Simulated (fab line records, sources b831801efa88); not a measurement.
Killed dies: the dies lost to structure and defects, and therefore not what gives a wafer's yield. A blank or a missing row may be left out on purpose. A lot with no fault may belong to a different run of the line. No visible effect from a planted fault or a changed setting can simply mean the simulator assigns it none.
Comparing a struck lot with a sound one :: flow sky130 :: 16 out of 708 route steps
Sound: these wafers, L483.3, L483.4, L483.5. Wafers struck: L487.4, L487.5, L487.6. The cause comes at the end.
Each step with rows lists, per side, the tool, then ch with its chambers, then its first start. Under that, the readings that differ: sound wafers :: struck wafers :: difference of the means :: sigmas: that difference in standard deviations of wafers without a fault.
alike: readings whose means differ by less than 2 such deviations, and words and numbers that are the same on both sides. not compared: withheld readings, readings that some wafer has no value for, bounds like >300 that may hide the same value, and numbers for which the record gives no deviation and whose values overlap.
Wherever a step has rows on one side only, a row that says differs or no value, or a row with sigmas, the two part there. Non-overlapping numbers with no deviation appear without sigmas and do not part them. A reading that every wafer of one side lacks parts them only if that side has two wafers or more.

SKY_SD_N_OVL_MEAS_08:
  sound on overlay-02 at day 29 18:15; struck on overlay-02 at day 31 07:13
  alike: SD_N_OVL
then, 2 steps without rows for these wafers: SKY_SD_N_IMPLANT_09; SKY_SD_N_IMPLANT_10.
SKY_SD_N_STRIP_11: strips in O2/N2.
  sound on plasma-asher-02 ch 0,1, day 29 18:37; struck on plasma-asher-02 ch 0,1, day 31 07:34
  alike: drypump-motor-current-A, oes-product-au, strip-time-to-endpoint-s
  not compared: rf-hours-counter-h
SKY_SD_N_TW_MEAS_12:
  sound on film-metro-01 at day 29 18:41; struck on film-metro-02 at day 31 07:40
reading: SD_N_TW
sound: 4052 4057 4050
struck: 3946 3925 3946
difference: -114
sigmas: -3
then, 1 step without rows for these wafers: SKY_SD_N_CLEAN_13 (cleans in SC1/SC2, time 150 s).
SKY_SD_N_RTA_14: time 2 s.
  sound on rtp-anneal-02 ch 0, day 29 18:48; struck on rtp-anneal-01 ch 0, day 31 07:47
  alike: lamp-power-pct, wafer_temp_C_max
SKY_SD_N_RS_MEAS_16: a four-point-probe measurement.
  sound on film-metro-02 at day 29 19:00; struck on film-metro-03 at day 31 07:59
  alike: SD_N_RS
SKY_SD_N_RS_MEAS_17: a four-point-probe measurement.
  sound on film-metro-02 at day 29 19:07; struck on film-metro-03 at day 31 08:06
  alike: SD_P_RS
SKY_SD_N_RS_MEAS_18: a four-point-probe measurement.
  sound on film-metro-02 at day 29 19:14; struck on film-metro-03 at day 31 08:13
  alike: RES_XHIGH_RS
then, 1 step without rows for these wafers: SKY_SALICIDE_CLEAN_00 (cleans in HF-last, time 30 s).
SKY_LI_CONTACT_HDPCVD_00: deposits PSG, target thk 930 nm, time 155 s.
  sound on hdpcvd-01 ch 0,1,2, day 29 19:20; struck on hdpcvd-01 ch 0,1,2, day 31 08:21
reading: run-length-s (s)
sound: 182.8 182.1 183.2
struck: 222.9 223.3 222.4
difference: +40.2
sigmas: +91

reading: model.PSG_of_LI_CONTACT_HDPCVD_00.thk-nm (nm)
sound: 940.9 939.8 950.6
struck: 1177 1200 1177
difference: +241
sigmas: 
SKY_LI_CONTACT_THK_MEAS_01:
  sound on film-metro-01 at day 29 19:28; struck on film-metro-03 at day 31 08:26
reading: LI_CONTACT_HDPCVD_THK (nm)
sound: 941 940 950
struck: 1177 1201 1177
difference: +241
sigmas: +26
SKY_LI_CONTACT_CMP_02: polishes PSG.
  sound on cmp-02 ch 1,2, day 29 19:30; struck on cmp-01 ch 1,2, day 31 08:28
reading: time-to-endpoint-s (s)
sound: 38 32 32
struck: 62 65 60
difference: +28
sigmas: +9
  alike: motor-current-A
SKY_LI_CONTACT_BOW_MEAS_03:
  sound on film-metro-01 at day 29 19:50; struck on film-metro-03 at day 31 08:49
  alike: LI_CONTACT_BOW
-- record jumps: 17 days separate the struck wafers' starts on either side; left off in module LI_CONTACT, taken up again in module PAD_OPEN, whose first shown step is the route's number 708 --
SKY_PAD_OPEN_PROBE_99:
  sound on prober-01 at day 47 07:23; struck on prober-02 at day 48 11:01
  alike: killed_at_M0_to_M3, killed_at_M4_up, killed-at-contacts, killed-at-front-end, killed-at-other, killed-dies, killed-on-rim, killed-open, killed-short

WHERE THEY PART
First at SKY_SD_N_TW_MEAS_12; last, within this record, at SKY_LI_CONTACT_CMP_02. Later steps at which nothing parts them and some readings are alike: SKY_LI_CONTACT_BOW_MEAS_03, SKY_PAD_OPEN_PROBE_99.

WHY: the cause the simulator had injected
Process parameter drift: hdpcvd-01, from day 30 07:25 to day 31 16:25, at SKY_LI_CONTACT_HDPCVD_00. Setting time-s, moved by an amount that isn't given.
